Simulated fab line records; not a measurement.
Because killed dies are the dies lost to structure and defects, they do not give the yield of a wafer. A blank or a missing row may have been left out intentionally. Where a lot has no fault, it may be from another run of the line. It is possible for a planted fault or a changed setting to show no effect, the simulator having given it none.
Struck lot and sound lot, side by side	flow gf180mcu	16 steps out of a route of 602
Sound: wafers L144.3, L144.4, L144.6. Struck: wafer L154.6; the same lot's L154.4 was not struck, so it is left out; see the end for the cause.
Order at every step that has rows: each side's tool, ch and its chambers, its first start. Under that, the readings that differ: sound wafers	struck wafers	difference of the means	sigmas: that difference in standard deviations of wafers without a fault.
alike: words and numbers the same on both sides, and readings whose means are apart by under 2 such deviations; not compared: readings that were withheld, readings missing a value for some wafer, numbers with overlapping values and no deviation given by the record, and bounds like >300 which may hide the same value.
A row with sigmas, a row that says differs or no value, or rows on one side alone: a step with any of these is where the two part. Non-overlapping numbers with no deviation appear without sigmas and do not part them. Lack of a reading on every wafer of one side parts them only where that side has two or more wafers.

first, 4 steps without rows for these wafers: GF_M4_SOFTBAKE_10 (time 60 s); GF_M4_EXPOSE_11 (exposes mask Metal4, target cd 280 nm); GF_M4_PEB_12 (peb time 90 s); GF_M4_DEVELOP_13 (develop time 60 s).
GF_M4_CD_MEAS_14 targets a cd of 280 nm.
  sound on cd-sem-02 at day 23 23:41; struck on cd-sem-01 at day 27 00:41
  alike: cd-nm
GF_M4_OVL_MEAS_15:
  sound on overlay-02 at day 23 23:46; struck on overlay-02 at day 27 00:46
  alike: M4_OVL
GF_M4_METAL_ETCH_16: etches the open film in Cl2/BCl3, stops on SiO2, target depth 750.8 nm, time 125.1 s.
  sound on rie-metal-02 ch 0,1, day 23 23:50; struck on rie-metal-02 ch 1, day 27 00:50
reading	sound	struck	difference	sigmas
throttle-valve-pct (%)	28.209 28.207 28.223	28.241	+0.028	+3
  alike: drypump-motor-current-A, oes-product-au
  not compared: rf-hours-counter-h
GF_M4_STRIP_17: strips in O2/N2.
  sound on plasma-asher-01 ch 0,1, day 23 23:57; struck on plasma-asher-01 ch 1, day 27 00:57
  alike: drypump-motor-current-A, heater-power-w, n2-flow-sccm, oes-product-au, strip-time-to-endpoint-s
  not compared: rf-hours-counter-h
then, 3 steps without rows for these wafers: GF_M4_STRIP_18 (strips in post etch residue remover, time 1200 s); GF_M4_CLEAN_19 (cleans in DIW); GF_V4_CVD_00 (deposits SiO2, target thk 600 nm, time 100 s).
GF_V4_THK_MEAS_01:
  sound on film-metro-03 at day 24 00:35; struck on film-metro-02 at day 27 01:34
  alike: V4_CVD_00_THK
GF_V4_CVD_02: deposits SiO2 from TEOS, target thk 850 nm, time 94.851 s.
  sound on pecvd-02 ch 0,1, day 24 00:38; struck on pecvd-02 ch 2, day 27 01:38
reading	sound	struck	difference	sigmas
model.SiO2_of_V4_CVD_02.thk-nm (nm)	836.8 857.2 856.4	797.6	-52.5	
  alike: heater-power-w
GF_V4_THK_MEAS_03:
  sound on film-metro-03 at day 24 00:43; struck on film-metro-02 at day 27 01:41
reading	sound	struck	difference	sigmas
V4_CVD_02_THK (nm)	837 857 857	797	-53	-4
GF_V4_CMP_04: polishes SiO2.
  sound on cmp-02 ch 1,2, day 24 00:46; struck on cmp-01 ch 1, day 27 01:43
reading	sound	struck	difference	sigmas
slurry-filter-dp-kPa (kPa)	13.27 13.38 13.40	13.73	+0.38	+3
time-to-endpoint-s (s)	72 83 83	56	-23	-4
  alike: motor-current-A, slurry-flow-ml-min
GF_V4_BOW_MEAS_05:
  sound on film-metro-02 at day 24 01:06; struck on film-metro-03 at day 27 02:05
  alike: V4_BOW

WHERE THEY PART
First at GF_M4_METAL_ETCH_16; last, within this record, at GF_V4_CMP_04. Later steps at which nothing parts them and some readings are alike: GF_V4_BOW_MEAS_05.

WHY: what the simulator had put in
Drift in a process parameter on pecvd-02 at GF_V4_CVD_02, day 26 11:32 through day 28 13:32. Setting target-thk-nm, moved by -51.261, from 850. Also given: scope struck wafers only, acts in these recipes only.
